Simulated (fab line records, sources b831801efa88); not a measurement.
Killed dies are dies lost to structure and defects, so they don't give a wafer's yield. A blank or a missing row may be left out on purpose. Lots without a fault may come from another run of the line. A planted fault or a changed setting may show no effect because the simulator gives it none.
Which tool did it? | flow gf180mcu | 14 lots, 42 wafers sampled, at 4 steps of a route of 602

WHAT THE GAUGES READ, wafer by wafer
GF_PSD_OVL_MEAS_08.
lot  | measured     | on         | PSD_OVL (nm)
L264 | day 14 19:47 | overlay-02 | 0.2 0.7 0.7
L265 | day 15 03:43 | overlay-02 | -3.1 -1.7 -1.5
L266 | day 15 07:38 | overlay-02 | -0.8 -2.3 -0.1
L267 | day 15 20:02 | overlay-02 | 2.7 0.3 1.4
L269 | day 16 12:56 | overlay-01 | -1.0 0.5 -1.4
L270 | day 16 19:04 | overlay-01 | -2.2 -3.5 -3.8
L271 | day 17 02:13 | overlay-01 | -2.6 -1.1 -0.8
L272 | day 17 07:44 | overlay-01 | 0.0 1.1 -0.8
L273 | day 17 19:37 | overlay-02 | 0.0 -0.8 0.0
L274 | day 18 00:37 | overlay-01 | -0.6 -0.3 0.6
L280 | day 20 08:32 | overlay-02 | 0.7 1.6 1.3
L281 | day 20 15:04 | overlay-01 | -3.4 -3.9 -3.9
L284 | day 21 13:22 | overlay-02 | 0.4 -1.2 -1.9
L285 | day 22 09:27 | overlay-02 | 2.5 3.4 3.1

GF_CONTACT_THK_MEAS_03.
lot  | measured     | on            | CONTACT_CVD_02_THK (nm)
L264 | day 15 18:58 | film_metro-02 | 842 856 858
L265 | day 16 03:13 | film_metro-03 | 860 848 873
L266 | day 16 06:58 | film_metro-04 | 850 846 858
L267 | day 16 20:18 | film_metro-02 | 856 862 870
L269 | day 17 13:47 | film_metro-03 | 834 862 849
L270 | day 17 20:18 | film_metro-03 | 852 851 862
L271 | day 18 02:50 | film_metro-04 | 846 837 875
L272 | day 18 08:34 | film_metro-02 | 845 866 863
L273 | day 18 21:38 | film_metro-03 | 862 857 861
L274 | day 19 02:27 | film_metro-02 | 855 842 856
L280 | day 21 10:34 | film_metro-03 | 859 878 859
L281 | day 21 16:41 | film_metro-04 | 847 834 845
L284 | day 22 14:39 | film_metro-02 | 858 846 866
L285 | day 23 10:40 | film_metro-03 | 861 868 867

WHICH TOOL RAN EACH LOT (tool, then ch and the chambers of the sampled wafers, then the start)
lot  | GF_SALICIDE_RTA_06               | GF_SALICIDE_RTA_08
L264 | rtp_anneal-01 ch 0, day 15 18:30 | rtp_anneal-02 ch 0, day 15 18:41
L265 | rtp_anneal-01 ch 0, day 16 02:44 | rtp_anneal-02 ch 0, day 16 02:56
L266 | rtp_anneal-02 ch 0, day 16 06:29 | rtp_anneal-01 ch 0, day 16 06:41
L267 | rtp_anneal-02 ch 0, day 16 19:51 | rtp_anneal-01 ch 0, day 16 20:02
L269 | rtp_anneal-02 ch 0, day 17 13:19 | rtp_anneal-01 ch 0, day 17 13:32
L270 | rtp_anneal-02 ch 0, day 17 19:50 | rtp_anneal-01 ch 0, day 17 20:02
L271 | rtp_anneal-01 ch 0, day 18 02:17 | rtp_anneal-02 ch 0, day 18 02:34
L272 | rtp_anneal-01 ch 0, day 18 08:02 | rtp_anneal-02 ch 0, day 18 08:19
L273 | rtp_anneal-02 ch 0, day 18 21:05 | rtp_anneal-02 ch 0, day 18 21:22
L274 | rtp_anneal-01 ch 0, day 19 01:58 | rtp_anneal-02 ch 0, day 19 02:10
L280 | rtp_anneal-02 ch 0, day 21 10:07 | rtp_anneal-01 ch 0, day 21 10:19
L281 | rtp_anneal-02 ch 0, day 21 16:13 | rtp_anneal-01 ch 0, day 21 16:24
L284 | rtp_anneal-01 ch 0, day 22 14:11 | rtp_anneal-02 ch 0, day 22 14:23
L285 | rtp_anneal-01 ch 0, day 23 10:11 | rtp_anneal-02 ch 0, day 23 10:23
- GF_SALICIDE_RTA_06: time 30 s.
- GF_SALICIDE_RTA_08: time 30 s.

WHAT THE TOOLS THEMSELVES READ (means of the sampled wafers that have a number; where no wafer has one, the mark that the record gives instead)
GF_SALICIDE_RTA_06.
lot  | tool          | lamp_power_pct (%) | wafer_temp_C_max
L264 | rtp_anneal-01 | 5.5                | 532.0
L265 | rtp_anneal-01 | 5.5                | 532.5
L266 | rtp_anneal-02 | 6.4                | 531.8
L267 | rtp_anneal-02 | 6.4                | 531.6
L269 | rtp_anneal-02 | 6.4                | 531.9
L270 | rtp_anneal-02 | 6.4                | 531.6
L271 | rtp_anneal-01 | 5.5                | 532.4
L272 | rtp_anneal-01 | 5.5                | 532.6
L273 | rtp_anneal-02 | 6.4                | 531.8
L274 | rtp_anneal-01 | 5.5                | 532.7
L280 | rtp_anneal-02 | 6.4                | 531.8
L281 | rtp_anneal-02 | 6.4                | 531.8
L284 | rtp_anneal-01 | 5.5                | 532.8
L285 | rtp_anneal-01 | 5.5                | 532.1

GF_SALICIDE_RTA_08.
lot  | tool          | lamp_power_pct (%) | wafer_temp_C_max
L264 | rtp_anneal-02 | 17.8               | 802.5
L265 | rtp_anneal-02 | 17.8               | 802.9
L266 | rtp_anneal-01 | 15.3               | 803.9
L267 | rtp_anneal-01 | 15.3               | 803.9
L269 | rtp_anneal-01 | 15.3               | 804.8
L270 | rtp_anneal-01 | 15.3               | 804.1
L271 | rtp_anneal-02 | 17.8               | 802.4
L272 | rtp_anneal-02 | 17.8               | 802.8
L273 | rtp_anneal-02 | 17.8               | 802.0
L274 | rtp_anneal-02 | 17.9               | 802.8
L280 | rtp_anneal-01 | 24.6               | 963.5
L281 | rtp_anneal-01 | 24.6               | 962.5
L284 | rtp_anneal-02 | 17.8               | 802.6
L285 | rtp_anneal-02 | 17.8               | 802.1

THE ANSWER, worked out from the rows above alone
Rule: what is usual is taken from the lots themselves. Put in order of their means at a reading, lots are off if they are a third of the lots or fewer, leave a main group of 4 or more, and stand apart from it by a gap of 3 or more times the standard deviation of the main group's means; of several such gaps the widest counts. A main group whose means are all the same, to the digits that the tables above print for the reading, isn't used. A lot without any number at a reading at which 4 lots or more have one is off too. The other lots that the step has rows for count as sound. The gauges are gone through in route order, then the tools' own readings, and for those a lot's mean is taken as printed above. The first step at which some lot is off is used, and at that step the reading that is off furthest; a lot without a number counts as furthest.
Off: L280, L281, at GF_SALICIDE_RTA_08 (wafer_temp_C_max). The main group: mean 803.1, standard deviation 0.85.
A tool fits if, at that step or a process step before it, it ran every lot that is off, and no sound lot after the first of them. Can't be told from this: 2 tools fit, rtp_anneal-02 at GF_SALICIDE_RTA_06, rtp_anneal-01 at GF_SALICIDE_RTA_08.

WHAT THE SIMULATOR HAD PUT IN
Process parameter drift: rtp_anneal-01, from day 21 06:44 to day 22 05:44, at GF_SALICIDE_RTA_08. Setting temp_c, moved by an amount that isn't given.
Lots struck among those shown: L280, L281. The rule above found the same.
